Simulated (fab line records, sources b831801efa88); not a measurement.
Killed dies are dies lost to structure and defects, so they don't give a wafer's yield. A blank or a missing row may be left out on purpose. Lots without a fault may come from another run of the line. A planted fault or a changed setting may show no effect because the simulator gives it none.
One fault seen from 2 desks | flow gf180mcu | each desk has only its own numbers; what lay behind them comes last

THE METROLOGY DESK
What the gauges read, lot by lot, whatever tool the lot ran on: means of the sampled wafers that have a number. A lot is out of limits, marked OUT, if its mean lies more than 4 standard deviations from the usual mean; the brackets give that distance.
Columns: A = M4_ALCU_THK at GF_M4_THK_MEAS_06, usual 450 nm
lot  | first seen here | A
L431 | day 22 15:02    | 452
L433 | day 23 10:30    | 445
L434 | day 23 14:31    | 448
L435 | day 24 04:28    | 445
L438 | day 24 20:11    | 446
L441 | day 26 03:46    | 450
L444 | day 27 03:14    | 450
L450 | day 28 15:24    | 451
L451 | day 29 04:02    | 453
L452 | day 29 06:05    | 447
L453 | day 29 13:06    | 450
L454 | day 29 23:10    | 453
This desk's finding: nothing out of limits on any of the 12 lots.

THE TOOL OWNER'S DESK: cmp-02
The tool's own readings at GF_V4_CMP_04 (polishes SiO2): means of the sampled wafers that have a number, for each lot that ran on this tool. A lot is out of limits, marked OUT, if its mean lies more than 4 standard deviations from the usual mean; the brackets give that distance.
Columns: A = motor_current_A at GF_V4_CMP_04, usual 12.1 A; B = time_to_endpoint_s at GF_V4_CMP_04, usual 82 s
lot  | first seen here | A    | B
L433 | day 24 09:45    | 11.8 | 85
L435 | day 25 03:49    | 13.1 | 77
L438 | day 25 18:14    | 12.5 | 87
L441 | day 27 01:39    | 12.4 | 75
L454 | day 30 18:20    | 11.9 | 85
This desk's finding: nothing out of limits on any of the 5 lots.

PUT TOGETHER
The metrology desk saw nothing out of limits.
The tool owner's desk saw nothing out of limits.

WHAT THE SIMULATOR HAD PUT IN
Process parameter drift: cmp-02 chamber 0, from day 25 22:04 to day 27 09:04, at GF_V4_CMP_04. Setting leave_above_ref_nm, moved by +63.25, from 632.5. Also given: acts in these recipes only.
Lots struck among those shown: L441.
